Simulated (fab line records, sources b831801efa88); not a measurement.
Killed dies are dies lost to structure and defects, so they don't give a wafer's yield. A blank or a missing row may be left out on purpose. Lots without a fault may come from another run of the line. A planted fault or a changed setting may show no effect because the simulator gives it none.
fab line records | flow gf180mcu
record lots=5 wafers=15 last_day=31
route steps=602 shown M5@535 V5@540 TOP_METAL@567
lots that met no fault: from a run of the same line without faults
start_h: hours from the record's first day to the start of the lot's first wafer shown | wait_h: hours since the lot's step before | " the same as in the row above | L1.1+2: a row that stands for several wafers | - no value, or no start given | * or withheld: withheld | < > ~ a bound
route shown NAME@n: a module of which the file shows steps, and the number in the route of the first | usual: mean/standard deviation of fault-free wafers | same: alike in all rows | chamber/n: place in a boat | sites: the reading at each site | _std_site: their standard deviation | _edge_site: outer sites' mean less inner sites' | radius_mm: how far each site lies from the wafer's centre | mask NAME#n: copy n | behind: the tool/chamber that last shaped the wafer | hold: why the lot was held/for how many hours/how that ended | device: the transistor (n, p or np) that didn't switch | end of line: the same wafers' tests at the end of the route | a step without rows: its recipe alone | killed: dies lost to structure and defects at the first sort, not the wafer's yield | map: a wafer's dies, x killed, . not, _ none there
set.NAME: the setting as run; set.NAME@STEP: as run at that earlier step | model.NAME: the simulator's own value behind a step, which no gauge read
lots at some steps of the route; a table a step, a row a wafer
services: from which hour (start_h, from the record's first day; less than 0 if before it) a tool's chamber was out of use, for how many hours, and why
## steps
# step GF_M5_ETCH_09
# recipe chemistry=CF4/O2 target=Si3N4 target_depth_nm=52 source_w=800 bias_w=150 pressure_mtorr=150 cf4_flow_sccm=80 O2_flow_sccm=10 time_s=11.6
# usual drypump_motor_current_A=5.6/0.31 oes_product_au=1.003/0.01 throttle_valve_pct=5.970/0.0095
# columns lot.wafer tool chamber start_h wait_h drypump_motor_current_A oes_product_au rf_hours_counter_h throttle_valve_pct
L074.1 rie_diel-03 2 603.61 0.0 5.7 0.997 47 5.963
L074.2 " 3 " " 5.3 1.004 18 5.972
L074.5 " 3 " " 5.3 1.003 - 5.976
L075.1 rie_diel-03 3 616.28 0.0 5.3 1.012 19 5.977
L075.2 " 0 " " 6.0 1.017 8 5.987
L075.6 " 0 " " 6.0 1.004 - 5.978
L077.2 rie_diel-03 3 630.08 0.0 5.3 1.005 19 5.970
L077.4 " 3 " " 5.3 1.006 - 5.968
L077.5 " 0 " " 6.0 1.007 - 5.969
L084.1 rie_diel-01 0 684.41 0.0 5.9 1.004 13 5.981
L084.2 " 3 " " 5.9 0.994 9 5.976
L084.3 " 2 " " 5.8 1.019 22 5.965
L085.2 rie_diel-03 3 696.21 0.0 5.3 0.997 23 5.980
L085.3 " 2 " " 5.6 1.002 52 5.963
L085.5 " 3 " " 5.3 1.000 - 5.975
# step GF_M5_METAL_ETCH_10
# recipe chemistry=Cl2/BCl3 mask_material=KrF target_depth_nm=627.5 stop_on=SiO2 pressure_mtorr=8 icp_w=800 bias_w=140 Cl2_flow_sccm=80 bcl3_flow_sccm=40 time_s=104.6
# usual drypump_motor_current_A=5.6/0.35 oes_product_au=0.970/0.0057 throttle_valve_pct=28.250/0.0099
# columns lot.wafer tool chamber start_h wait_h drypump_motor_current_A oes_product_au rf_hours_counter_h throttle_valve_pct
L074.1 rie_metal-04 1 603.63 0.0 4.9 0.973 11 28.257
L074.2 " 0 " " 5.8 0.982 13 28.232
L074.5 " 0 " " 5.8 0.980 - 28.235
L075.1 rie_metal-03 1 616.30 0.0 5.3 0.966 1 28.241
L075.2 " 0 " " 5.6 0.964 9 28.256
L075.6 " 1 " " 5.3 0.976 - 28.237
L077.2 rie_metal-02 0 630.10 0.0 6.0 0.973 2 28.250
L077.4 " 1 " " 5.6 0.970 - 28.246
L077.5 " 0 " " 6.0 0.966 - 28.252
L084.1 rie_metal-02 1 684.43 0.0 5.6 0.974 0 28.238
L084.2 " 0 " " 6.0 0.972 4 28.239
L084.3 " 0 " " 6.0 0.975 - 28.247
L085.2 rie_metal-02 0 696.23 0.0 6.0 0.962 4 28.244
L085.3 " 1 " " 5.6 0.964 - 28.248
L085.5 " 1 " " 5.6 0.969 - 28.257
# step GF_M5_STRIP_11
# recipe chemistry=O2/N2 power_w=1400 pressure_mtorr=1500 platen_temp_c=250 o2_flow_sccm=3000 n2_flow_sccm=300 overash_fraction=0.5
# usual drypump_motor_current_A=5.6/0.42 heater_power_w=318/28 oes_product_au=0.542/0.0048 strip_time_to_endpoint_s=7.51/0.049
# columns lot.wafer tool chamber start_h wait_h drypump_motor_current_A heater_power_w oes_product_au rf_hours_counter_h strip_time_to_endpoint_s
L074.1 plasma_asher-01 0 603.74 0.1 5.3 341 0.544 16 7.52
L074.2 " 1 " " 6.1 290 0.539 16 7.47
L074.5 " 1 " " 6.1 291 0.536 - 7.46
L075.1 plasma_asher-03 1 616.42 0.1 5.9 282 0.545 98 7.58
L075.2 " 0 " " 4.9 339 0.547 98 7.51
L075.6 " 0 " " 4.9 343 0.538 - 7.62
L077.2 plasma_asher-03 1 630.22 0.1 5.9 280 0.539 99 7.51
L077.4 " 1 " " 5.9 272 0.543 - 7.51
L077.5 " 1 " " 5.9 281 0.539 - 7.56
L084.1 plasma_asher-03 0 684.54 0.1 4.9 332 0.547 105 7.53
L084.2 " 1 " " 5.9 280 0.552 105 7.54
L084.3 " 1 " " 5.8 279 0.535 - 7.53
L085.2 plasma_asher-03 0 696.34 0.1 5.0 341 0.547 106 7.57
L085.3 " 1 " " 5.9 275 0.547 - 7.56
L085.5 " 1 " " 5.9 280 0.537 - 7.51
# step GF_M5_STRIP_12
# recipe chemistry=post_etch_residue_remover time_s=1200 temp_c=72.5
# columns lot.wafer tool chamber start_h wait_h
L074.1+2+5 wet_bench-02 3 603.84 0.1
L075.1+2+6 wet_bench-02 0 616.52 0.1
L077.2+4+5 wet_bench-01 0 630.32 0.1
L084.1+2+3 wet_bench-03 0 684.64 0.1
L085.2+3+5 wet_bench-03 0 696.44 0.1
# step GF_M5_CLEAN_13
# recipe chemistry=DIW dry=n2_spin
# columns lot.wafer tool chamber start_h wait_h
L074.1+2+5 wet_bench-03 1 604.18 0.0
L075.1+2+6 wet_bench-02 2 616.86 0.0
L077.2+4+5 wet_bench-03 0 630.66 0.0
L084.1+2+3 wet_bench-02 2 684.98 0.0
L085.2+3+5 wet_bench-02 3 696.85 0.0
# step GF_V5_CVD_00
# recipe material=SiO2 target_thk_nm=300 sigma_open_frac=0.3 temp_c=400 time_s=50 sih4_flow_sccm=60 pressure_mtorr=6
# usual susceptor_temp_C=400.01/0.22
# columns lot.wafer tool chamber start_h wait_h susceptor_temp_C
L074.1 hdpcvd-01 1 604.37 0.0 400.27
L074.2 " 2 " " 400.16
L074.5 " 0 " " 399.79
L075.1 hdpcvd-02 0 616.95 0.0 399.99
L075.2 " 2 " " 399.48
L075.6 " 0 " " 400.12
L077.2 hdpcvd-02 1 630.84 0.0 399.72
L077.4 " 2 " " 399.83
L077.5 " 1 " " 399.89
L084.1 hdpcvd-02 0 685.08 0.0 400.23
L084.2 " 1 " " 400.10
L084.3 " 2 " " 399.79
L085.2 hdpcvd-02 0 696.94 0.0 399.86
L085.3 " 1 " " 399.82
L085.5 " 2 " " 399.89
# step GF_V5_THK_MEAS_01
# recipe reads=SiO2_of_V5_CVD_00
# usual V5_CVD_00_THK=299/3.3
# columns lot.wafer tool chamber start_h wait_h V5_CVD_00_THK[nm]
L074.1 film_metro-01 - 604.41 0.0 295
L074.2 " - " " 298
L074.5 " - " " 297
L075.1 film_metro-01 - 616.99 0.0 293
L075.2 " - " " 300
L075.6 " - " " 292
L077.2 film_metro-04 - 630.90 0.0 298
L077.4 " - " " 301
L077.5 " - " " 301
L084.1 film_metro-04 - 685.12 0.0 300
L084.2 " - " " 300
L084.3 " - " " 298
L085.2 film_metro-04 - 697.05 0.1 301
L085.3 " - " " 299
L085.5 " - " " 298
# step GF_V5_CVD_02
# recipe material=SiO2 target_thk_nm=1450 precursor=TEOS temp_c=400 time_s=163.28 rf_w=600
# usual heater_power_w=599/86 susceptor_temp_C=400.01/0.23
# columns lot.wafer tool chamber start_h wait_h heater_power_w susceptor_temp_C
L074.1 pecvd-01 2 604.47 0.1 482 399.87
L074.2 " 1 " " 788 399.87
L074.5 " 1 " " 631 400.17
L075.1 pecvd-04 0 617.05 0.1 682 400.21
L075.2 " 2 " " 551 399.82
L075.6 " 2 " " 584 400.14
L077.2 pecvd-04 0 630.95 0.0 584 399.71
L077.4 " 1 " " 533 400.01
L077.5 " 2 " " 478 400.30
L084.1 pecvd-03 0 685.18 0.1 494 399.97
L084.2 " 1 " " 526 399.74
L084.3 " 2 " " 566 399.96
L085.2 pecvd-01 2 697.10 0.0 584 400.33
L085.3 " 0 " " 659 400.19
L085.5 " 1 " " 624 400.19
# step GF_V5_THK_MEAS_03
# recipe reads=SiO2_of_V5_CVD_02
# usual V5_CVD_02_THK=1452/19
# columns lot.wafer tool chamber start_h wait_h V5_CVD_02_THK[nm]
L074.1 film_metro-02 - 604.58 0.1 1428
L074.2 " - " " 1451
L074.5 " - " " 1485
L075.1 film_metro-04 - 617.19 0.1 1430
L075.2 " - " " 1446
L075.6 " - " " 1502
L077.2 film_metro-04 - 631.06 0.1 1431
L077.4 " - " " 1450
L077.5 " - " " 1463
L084.1 film_metro-04 - 685.29 0.1 1430
L084.2 " - " " 1434
L084.3 " - " " 1447
L085.2 film_metro-01 - 697.22 0.1 1456
L085.3 " - " " 1472
L085.5 " - " " 1489
# step GF_V5_CMP_04
# recipe material=SiO2 down_force_psi=4 platen_rpm=60 pad_velocity_m_s=0.94248
# usual motor_current_A=12.6/1.7 slurry_filter_dp_kPa=13.49/0.13
# columns lot.wafer tool chamber start_h wait_h motor_current_A slurry_filter_dp_kPa
L074.1 cmp-02 2 604.64 0.1 15.0 13.28
L074.2 " 3 " " 12.4 13.23
L074.5 " 2 " " 16.2 13.71
L075.2 cmp-02 0 617.30 0.1 12.3 13.29
L075.1 " 1 " " 10.8 13.63
L075.6 " 0 " " 11.7 13.49
L077.2 cmp-01 1 631.11 0.0 14.1 13.39
L077.4 " 3 " " 11.5 13.54
L077.5 " 1 " " 13.4 13.57
L084.2 cmp-02 0 685.35 0.0 11.8 13.43
L084.3 " 2 " " 15.8 13.37
L084.1 " 3 " " 12.0 13.45
L085.2 cmp-02 3 697.32 0.1 13.0 13.63
L085.3 " 1 " " 10.9 13.17
L085.5 " 2 " " 15.5 13.62
# step GF_V5_BOW_MEAS_05
# recipe mode=bow
# usual V5_BOW=133/8.6
# columns lot.wafer tool chamber start_h wait_h V5_BOW[um]
L074.1 film_metro-04 - 604.96 0.3 153
L074.2 " - " " 153
L074.5 " - " " 145
L075.1 film_metro-01 - 617.55 0.1 142
L075.2 " - " " 129
L075.6 " - " " 134
L077.2 film_metro-01 - 631.43 0.3 119
L077.4 " - " " 134
L077.5 " - " " 126
L084.1 film_metro-01 - 685.65 0.1 126
L084.2 " - " " 122
L084.3 " - " " 141
L085.2 film_metro-04 - 697.59 0.2 117
L085.3 " - " " 130
L085.5 " - " " 119
# step GF_V5_DEHYDRATE_06
# recipe temp_c=200 time_s=60
# columns lot.wafer tool chamber start_h wait_h
L074.1+2+5 litho_track-03 0 614.66 9.7
L075.1+2+6 litho_track-01 0 627.25 9.7
L077.2+4+5 litho_track-04 0 640.98 9.5
L084.1+2+3 litho_track-03 0 695.01 9.3
L085.2+3+5 litho_track-03 0 705.28 7.7
# step GF_V5_HMDS_07
# recipe prime_time_s=60 prime_temp_c=120
# usual prime_temp_c=119.96/0.13
# columns lot.wafer tool chamber start_h wait_h prime_temp_c
L074.1 litho_track-03 0 614.81 0.1 119.99
L074.2 " 0 " " 119.99
L074.5 " 0 " " 120.18
L075.1 litho_track-01 0 627.40 0.1 119.87
L075.2 " 0 " " 119.90
L075.6 " 0 " " 119.78
L077.2 litho_track-04 0 641.13 0.1 119.64
L077.4 " 0 " " 119.69
L077.5 " 0 " " 119.96
L084.1 litho_track-03 0 695.16 0.1 119.96
L084.2 " 0 " " 120.19
L084.3 " 0 " " 120.01
L085.2 litho_track-03 0 705.43 0.1 119.79
L085.3 " 0 " " 119.81
L085.5 " 0 " " 119.74
# step GF_V5_COAT_08
# recipe resist=BARC temp_c=withheld time_s=withheld spin_rpm=withheld resist_thk_nm=withheld
# columns lot.wafer tool chamber start_h wait_h
L074.1+2+5 litho_track-03 0 614.96 0.1
L075.1+2+6 litho_track-01 0 627.55 0.1
L077.2+4+5 litho_track-04 0 641.28 0.1
L084.1+2+3 litho_track-03 0 695.31 0.1
L085.2+3+5 litho_track-03 0 705.58 0.1
# step GF_V5_COAT_09
# recipe resist=KrF spin_rpm=withheld resist_thk_nm=1000
# columns lot.wafer tool chamber start_h wait_h
L074.1+2+5 litho_track-03 0 - -
L075.1+2+6 litho_track-01 0 - -
L077.2+4+5 litho_track-04 0 - -
L084.1+2+3 litho_track-03 0 - -
L085.2+3+5 litho_track-03 0 - -
# step GF_V5_SOFTBAKE_10
# recipe temp_c=130 time_s=60 resist=KrF
# columns lot.wafer tool chamber start_h wait_h
L074.1+2+5 litho_track-03 0 - -
L075.1+2+6 litho_track-01 0 - -
L077.2+4+5 litho_track-04 0 - -
L084.1+2+3 litho_track-03 0 - -
L085.2+3+5 litho_track-03 0 - -
# step GF_V5_EXPOSE_11
# recipe mask_id=Via5 target_cd_nm=260 na=0.68 source_shape=conventional sigma_outer=0.6 dose_mj=38
# columns lot.wafer tool chamber start_h wait_h mask
L074.1+2+5 krf_scanner-01 0 - - Via5#0
L075.1+2+6 krf_scanner-01 0 - - Via5#0
L077.2+4+5 krf_scanner-01 0 - - Via5#0
L084.1+2+3 krf_scanner-01 0 - - Via5#0
L085.2+3+5 krf_scanner-01 0 - - Via5#0
# step GF_V5_PEB_12
# recipe peb_temp_c=135 peb_time_s=90 resist=KrF
# columns lot.wafer tool chamber start_h wait_h
L074.1+2+5 litho_track-03 0 - -
L075.1+2+6 litho_track-01 0 - -
L077.2+4+5 litho_track-01 0 - -
L084.1+2+3 litho_track-03 0 - -
L085.2+3+5 litho_track-01 0 - -
# step GF_V5_DEVELOP_13
# recipe develop_time_s=60 resist=KrF dev_temp_c=21
# columns lot.wafer tool chamber start_h wait_h
L074.1+2+5 litho_track-03 0 625.81 0.2
L075.1+2+6 litho_track-01 0 637.75 0.2
L077.2+4+5 litho_track-01 0 651.78 0.2
L084.1+2+3 litho_track-03 0 704.50 0.2
L085.2+3+5 litho_track-01 0 715.02 0.2
# step GF_V5_CD_MEAS_14
# recipe target_cd_nm=260
# usual cd_nm=259.8/1
# columns lot.wafer tool chamber start_h wait_h cd_nm
L074.1 cd_sem-01 - 625.96 0.1 259.8
L074.2 " - " " 261.1
L074.5 " - " " 259.8
L075.1 cd_sem-01 - 637.90 0.1 259.4
L075.2 " - " " 258.1
L075.6 " - " " 257.9
L077.2 cd_sem-02 - 651.92 0.1 259.8
L077.4 " - " " 257.5
L077.5 " - " " 259.7
L084.1 cd_sem-01 - 704.65 0.1 259.1
L084.2 " - " " 259.3
L084.3 " - " " 260.5
L085.2 cd_sem-02 - 715.17 0.1 259.0
L085.3 " - " " 259.4
L085.5 " - " " 258.2
# step GF_V5_OVL_MEAS_15
# usual V5_OVL=-1/5.8
# columns lot.wafer tool chamber start_h wait_h V5_OVL[nm]
L074.1 overlay-02 - 626.08 0.1 -4
L074.2 " - " " 5
L074.5 " - " " 2
L075.1 overlay-02 - 638.02 0.1 -8
L075.2 " - " " -6
L075.6 " - " " -4
L077.2 overlay-02 - 652.03 0.1 -1
L077.4 " - " " 0
L077.5 " - " " 2
L084.1 overlay-01 - 704.77 0.1 10
L084.2 " - " " 4
L084.3 " - " " 8
L085.2 overlay-01 - 715.28 0.1 9
L085.3 " - " " 3
L085.5 " - " " 3
# step GF_V5_ETCH_16
# recipe chemistry=N2/H2 target_depth_a=withheld overetch_a=withheld time_s=withheld target=BARC ion_energy_ev=200 source_w=500 bias_w=100 pressure_mtorr=30 n2_flow_sccm=100 h2_flow_sccm=200
# usual drypump_motor_current_A=5.7/0.44 oes_product_au=0.855/0.0049 throttle_valve_pct=13.224/0.0089
# columns lot.wafer tool chamber start_h wait_h drypump_motor_current_A oes_product_au throttle_valve_pct
L074.1 rie_diel-03 2 626.11 0.0 5.7 0.848 13.213
L074.2 " 3 " " 5.3 0.855 13.216
L074.5 " 0 " " 6.0 0.858 13.222
L075.1 rie_diel-02 1 638.06 0.0 6.6 0.850 13.215
L075.2 " 2 " " 6.3 0.860 13.219
L075.6 " 3 " " 5.9 0.849 13.209
L077.2 rie_diel-03 2 652.06 0.0 5.7 0.863 13.227
L077.4 " 3 " " 5.3 0.863 13.241
L077.5 " 0 " " 6.0 0.861 13.223
L084.1 rie_diel-02 1 704.81 0.0 6.6 0.860 13.216
L084.2 " 3 " " 5.9 0.852 13.211
L084.3 " 2 " " 6.3 0.853 13.202
L085.2 rie_diel-04 3 715.31 0.0 5.8 0.855 13.234
L085.3 " 1 " " 4.8 0.845 13.252
L085.5 " 0 " " 5.8 0.849 13.227
# step GF_V5_ETCH_17
# recipe chemistry=C4F8/O2/Ar mask_material=KrF target=SiO2 stop_on=TiN source_w=1500 bias_w=1200 pressure_mtorr=40 c4f8_flow_sccm=withheld O2_flow_sccm=6 Ar_flow_sccm=300 time_s=withheld target_depth_a=8550
# usual oes_product_au=0.859/0.0045
# columns lot.wafer tool chamber start_h wait_h oes_product_au
L074.1 rie_diel-03 2 - - 0.860
L074.2 " 3 " " 0.862
L074.5 " 0 " " 0.871
L075.1 rie_diel-02 1 - - 0.858
L075.2 " 2 " " 0.854
L075.6 " 3 " " 0.861
L077.2 rie_diel-03 2 - - 0.861
L077.4 " 3 " " 0.859
L077.5 " 0 " " 0.868
L084.1 rie_diel-02 1 - - 0.857
L084.2 " 3 " " 0.857
L084.3 " 2 " " 0.852
L085.2 rie_diel-04 3 - - 0.865
L085.3 " 1 " " 0.862
L085.5 " 0 " " 0.856
# step GF_V5_STRIP_18
# recipe chemistry=O2/N2 power_w=1400 pressure_mtorr=1500 platen_temp_c=250 o2_flow_sccm=3000 n2_flow_sccm=300 overash_fraction=0.5
# usual drypump_motor_current_A=5.4/0.43 heater_power_w=325/26 oes_product_au=0.568/0.0052
# columns lot.wafer tool chamber start_h wait_h drypump_motor_current_A heater_power_w oes_product_au rf_hours_counter_h
L074.1 plasma_asher-01 1 626.26 - 6.1 286 0.566 18
L074.2 " 0 " " 5.3 346 0.570 18
L074.5 " 1 " " 6.1 292 0.567 -
L075.1 plasma_asher-01 1 638.21 - 6.1 292 0.566 19
L075.2 " 0 " " 5.3 344 0.562 19
L075.6 " 1 " " 6.1 293 0.558 -
L077.2 plasma_asher-04 1 652.21 - 5.4 343 0.579 88
L077.4 " 0 " " 5.0 323 0.567 -
L077.5 " 1 " " 5.4 351 0.572 -
L084.1 plasma_asher-04 0 704.96 - 5.0 334 0.574 94
L084.2 " 1 " " 5.4 348 0.574 94
L084.3 " 0 " " 4.9 322 0.572 -
L085.2 plasma_asher-03 0 715.46 - 5.0 341 0.562 107
L085.3 " 1 " " 5.9 279 0.565 -
L085.5 " 0 " " 4.9 338 0.576 -
# step GF_V5_STRIP_19
# recipe chemistry=post_etch_residue_remover time_s=1200 temp_c=72.5
# columns lot.wafer tool chamber start_h wait_h
L074.1+2+5 wet_bench-04 1 626.36 0.1
L075.1+2+6 wet_bench-04 0 638.31 0.1
L077.2+4+5 wet_bench-01 3 652.31 0.1
L084.1+2+3 wet_bench-01 3 705.06 0.1
L085.2+3+5 wet_bench-01 2 715.56 0.1
# step GF_V5_CLEAN_20
# recipe chemistry=DIW dry=n2_spin
# columns lot.wafer tool chamber start_h wait_h
L074.1+2+5 wet_bench-04 3 626.71 0.0
L075.1+2+6 wet_bench-03 3 638.65 0.0
L077.2+4+5 wet_bench-03 1 652.65 0.0
L084.1+2+3 wet_bench-01 2 705.41 0.0
L085.2+3+5 wet_bench-04 2 716.30 0.0
# step GF_V5_SPUTTER_21
# recipe material=Ti target_thk_nm=15 chamber_pressure_pa=5 power_w=2500 substrate_temp_c=200 time_s=80.02
# usual substrate_temp_c=200.00/0.15 throttle_valve_pct=30.3/0.86
# columns lot.wafer tool chamber start_h wait_h substrate_temp_c throttle_valve_pct
L074.1 pvd_sputter-04 - 626.80 0.0 200.10 30.7
L074.2 " - " " 200.06 31.7
L074.5 " - " " 200.06 30.7
L075.1 pvd_sputter-04 - 638.74 0.0 200.00 31.7
L075.2 " - " " 199.83 31.0
L075.6 " - " " 200.00 29.7
L077.2 pvd_sputter-04 - 652.75 0.0 199.88 29.6
L077.4 " - " " 199.86 30.6
L077.5 " - " " 199.86 30.8
L084.1 pvd_sputter-04 - 705.50 0.0 200.07 29.6
L084.2 " - " " 199.79 29.5
L084.3 " - " " 200.20 30.6
L085.2 pvd_sputter-02 - 716.40 0.0 199.78 29.7
L085.3 " - " " 199.94 30.7
L085.5 " - " " 200.13 28.8
# step GF_V5_SPUTTER_22
# recipe material=TiN target_thk_nm=10 chamber_pressure_pa=5 power_w=4000 time_s=40
# usual throttle_valve_pct=30.3/0.85
# columns lot.wafer tool chamber start_h wait_h throttle_valve_pct
L074.1 pvd_sputter-04 - 626.86 0.0 30.5
L074.2 " - " " 31.5
L074.5 " - " " 30.7
L075.1 pvd_sputter-04 - 638.80 0.0 31.9
L075.2 " - " " 30.7
L075.6 " - " " 29.8
L077.2 pvd_sputter-04 - 652.81 0.0 29.6
L077.4 " - " " 30.8
L077.5 " - " " 30.6
L084.1 pvd_sputter-04 - 705.56 0.0 29.5
L084.2 " - " " 29.6
L084.3 " - " " 30.9
L085.2 pvd_sputter-02 - 716.46 0.0 29.6
L085.3 " - " " 30.7
L085.5 " - " " 29.1
# step GF_V5_CVD_23
# recipe material=W target_thk_nm=350 time_s=104.9 temp_c=400 pressure_torr=40
# usual heater_power_w=854/35 susceptor_temp_C=399.99/0.22
# columns lot.wafer tool chamber start_h wait_h heater_power_w susceptor_temp_C
L074.1 cvd_w-02 1 626.90 0.0 903 400.56
L074.2 " 0 " " 854 399.74
L074.5 " 0 " " 867 400.06
L075.1 cvd_w-01 1 638.84 0.0 846 400.13
L075.2 " 0 " " 837 400.23
L075.6 " 1 " " 816 400.15
L077.2 cvd_w-01 1 652.85 0.0 860 399.98
L077.4 " 0 " " 849 399.79
L077.5 " 1 " " 820 399.80
L084.1 cvd_w-01 0 705.60 0.0 837 400.00
L084.2 " 1 " " 832 399.95
L084.3 " 0 " " 829 400.12
L085.2 cvd_w-01 1 716.50 0.0 829 399.85
L085.3 " 0 " " 834 400.22
L085.5 " 0 " " 841 400.12
# step GF_V5_RS_MEAS_24
# recipe thk_meas_gauge=four-point-probe reads=W_of_V5_CVD_23+TiN_of_V5_SPUTTER_22+Ti_of_V5_SPUTTER_21
# usual V5_W_RS=0.327/0.0035
# columns lot.wafer tool chamber start_h wait_h V5_W_RS[ohm/sq]
L074.1 film_metro-01 - 627.01 0.1 0.328
L074.2 " - " " 0.323
L074.5 " - " " 0.322
L075.1 film_metro-02 - 638.96 0.1 0.332
L075.2 " - " " 0.326
L075.6 " - " " 0.330
L077.2 film_metro-02 - 652.98 0.1 0.334
L077.4 " - " " 0.327
L077.5 " - " " 0.329
L084.1 film_metro-04 - 705.71 0.1 0.330
L084.2 " - " " 0.331
L084.3 " - " " 0.325
L085.2 film_metro-01 - 716.72 0.2 0.326
L085.3 " - " " 0.325
L085.5 " - " " 0.325
# step GF_V5_THK_MEAS_25
# recipe thk_meas_gauge=xrf reads=W_of_V5_CVD_23
# usual V5_W_THK=350/4.4
# columns lot.wafer tool chamber start_h wait_h V5_W_THK[nm]
L074.1 film_metro-01 - 627.13 0.1 348
L074.2 " - " " 355
L074.5 " - " " 355
L075.1 film_metro-02 - 639.08 0.1 344
L075.2 " - " " 349
L075.6 " - " " 348
L077.2 film_metro-02 - 653.09 0.1 344
L077.4 " - " " 353
L077.5 " - " " 352
L084.1 film_metro-04 - 705.83 0.1 349
L084.2 " - " " 348
L084.3 " - " " 354
L085.2 film_metro-01 - 716.83 0.1 353
L085.3 " - " " 358
L085.5 " - " " 354
# step GF_V5_CMP_26
# recipe stop_on=SiO2 down_force_psi=3.5 platen_rpm=60 t_overpolish_s=15 target_thk_nm=0 pad_velocity_m_s=0.94248
# usual motor_current_A=11.5/1.4 overpolish_run_s=15.000/0.011 slurry_filter_dp_kPa=13.50/0.14 time_to_endpoint_s=84/3.4
# columns lot.wafer tool chamber start_h wait_h motor_current_A overpolish_run_s slurry_filter_dp_kPa time_to_endpoint_s
L074.2 cmp-02 3 627.19 0.0 11.7 15.006 13.40 90
L074.1 " 1 " " 10.2 15.013 13.60 82
L074.5 " 0 " " 10.6 15.011 13.56 80
L075.1 cmp-02 3 639.14 0.1 11.6 15.015 13.56 86
L075.2 " 2 " " 14.3 15.013 13.43 82
L075.6 " 3 " " 11.5 15.004 13.41 88
L077.4 cmp-01 0 653.19 0.1 12.8 15.000 13.42 85
L077.2 " 2 " " 10.4 14.996 13.77 80
L077.5 " 0 " " 12.3 14.997 13.50 83
L084.2 cmp-01 0 705.94 0.1 13.5 14.980 13.50 85
L084.1 " 1 " " 12.0 15.005 13.41 85
L084.3 " 2 " " 10.2 14.994 13.54 80
L085.3 cmp-01 0 716.88 0.0 12.3 15.001 13.50 82
L085.2 " 2 " " 10.2 14.996 13.43 75
L085.5 " 1 " " 12.4 14.990 13.38 82
# step GF_TOP_METAL_SPUTTER_00
# recipe material=Ti target_thk_nm=37.5 arriving_ion_energy_ev=80 substrate_temp_c=200 chamber_pressure_pa=2 power_w=4000 time_s=150
# usual substrate_temp_c=199.99/0.17 throttle_valve_pct=30.0/0.84
# columns lot.wafer tool chamber start_h wait_h substrate_temp_c throttle_valve_pct
L074.1 pvd_sputter-02 - 627.49 0.1 200.07 29.0
L074.2 " - " " 199.78 29.8
L074.5 " - " " 200.18 29.5
L075.1 pvd_sputter-02 - 639.44 0.2 199.68 29.6
L075.2 " - " " 200.06 29.3
L075.6 " - " " 199.93 29.5
L077.2 pvd_sputter-03 - 653.44 0.1 199.98 28.9
L077.4 " - " " 199.59 30.7
L077.5 " - " " 199.66 28.7
L084.1 pvd_sputter-02 - 706.19 0.1 200.09 30.6
L084.2 " - " " 200.20 29.4
L084.3 " - " " 200.31 29.8
L085.2 pvd_sputter-02 - 717.18 0.1 200.18 29.2
L085.3 " - " " 200.35 29.7
L085.5 " - " " 199.86 28.9
# step GF_TOP_METAL_SPUTTER_01
# recipe material=TiN target_thk_nm=30 power_w=6500 time_s=25 chamber_pressure_pa=0.4
# usual throttle_valve_pct=30.0/0.82
# columns lot.wafer tool chamber start_h wait_h throttle_valve_pct
L074.1 pvd_sputter-02 - 627.59 0.1 29.0
L074.2 " - " " 29.6
L074.5 " - " " 29.4
L075.1 pvd_sputter-02 - 639.54 0.1 29.8
L075.2 " - " " 29.0
L075.6 " - " " 29.2
L077.2 pvd_sputter-03 - 653.54 0.1 28.7
L077.4 " - " " 30.8
L077.5 " - " " 28.9
L084.1 pvd_sputter-02 - 706.29 0.1 30.9
L084.2 " - " " 29.3
L084.3 " - " " 30.0
L085.2 pvd_sputter-02 - 717.28 0.1 29.1
L085.3 " - " " 29.3
L085.5 " - " " 28.9
# step GF_TOP_METAL_SPUTTER_02
# recipe material=AlCu target_thk_nm=900 power_w=10600 chamber_pressure_pa=0.3 substrate_temp_c=250 gas=Ar time_s=47.82
# usual substrate_temp_c=249.97/0.19 throttle_valve_pct=30.0/0.84
# columns lot.wafer tool chamber start_h wait_h substrate_temp_c throttle_valve_pct
L074.1 pvd_sputter-02 - 627.62 0.0 249.79 28.8
L074.2 " - " " 249.85 29.4
L074.5 " - " " 249.88 29.6
L075.1 pvd_sputter-02 - 639.57 0.0 250.07 29.8
L075.2 " - " " 250.06 28.9
L075.6 " - " " 250.07 29.4
L077.2 pvd_sputter-03 - 653.57 0.0 250.05 29.1
L077.4 " - " " 250.28 30.7
L077.5 " - " " 250.28 29.1
L084.1 pvd_sputter-02 - 706.32 0.0 249.81 30.8
L084.2 " - " " 250.11 29.4
L084.3 " - " " 250.46 29.5
L085.2 pvd_sputter-02 - 717.31 0.0 249.79 29.1
L085.3 " - " " 249.84 29.5
L085.5 " - " " 249.94 28.9
# step GF_TOP_METAL_SPUTTER_03
# recipe material=Ti target_thk_nm=5 substrate_temp_c=300 chamber_pressure_pa=0.3 power_w=3000 time_s=3.3
# usual substrate_temp_c=300.02/0.21 throttle_valve_pct=30.0/0.82
# columns lot.wafer tool chamber start_h wait_h substrate_temp_c throttle_valve_pct
L074.1 pvd_sputter-02 - 627.66 0.0 300.25 28.8
L074.2 " - " " 300.13 29.4
L074.5 " - " " 300.11 29.7
L075.1 pvd_sputter-02 - 639.61 0.0 299.98 29.6
L075.2 " - " " 300.26 28.9
L075.6 " - " " 299.94 29.3
L077.2 pvd_sputter-03 - 653.62 0.0 300.19 29.2
L077.4 " - " " 299.94 30.6
L077.5 " - " " 300.34 28.9
L084.1 pvd_sputter-02 - 706.36 0.0 300.13 31.0
L084.2 " - " " 300.15 29.5
L084.3 " - " " 299.83 29.9
L085.2 pvd_sputter-02 - 717.35 0.0 299.74 28.9
L085.3 " - " " 300.17 29.6
L085.5 " - " " 299.91 28.9
## services
# columns tool chamber start_h hours kind
rie_diel-04 0 583.91 4.0 repair
rie_diel-04 - 590.98 76.0 repair
pecvd-04 - 591.12 14.0 pm
pecvd-01 2 598.18 3.7 repair
cvd_w-01 - 600.69 6.9 pm
pecvd-01 - 608.21 0.4 repair
krf_scanner-01 - 610.63 1.3 pm
krf_scanner-01 - 615.65 0.8 pm
pvd_sputter-02 - 617.38 1.4 repair
plasma_asher-04 - 619.69 1.0 repair
rie_diel-03 0 620.55 4.2 repair
cmp-01 - 627.94 1.0 repair
rie_diel-03 0 630.32 9.6 repair
cmp-02 - 641.20 30.9 repair
krf_scanner-01 - 648.86 1.0 pm
plasma_asher-01 - 652.47 7.9 repair
wet_bench-02 - 660.12 1.9 pm
rie_diel-03 - 665.19 0.7 repair
cmp-02 - 672.15 5.5 pm
cmp-01 - 677.89 6.9 pm
cmp-02 - 683.20 1.2 repair
pvd_sputter-04 - 688.17 1.7 repair
plasma_asher-03 - 698.42 3.7 repair
rie_diel-02 0 700.39 7.4 repair
## key
fault none
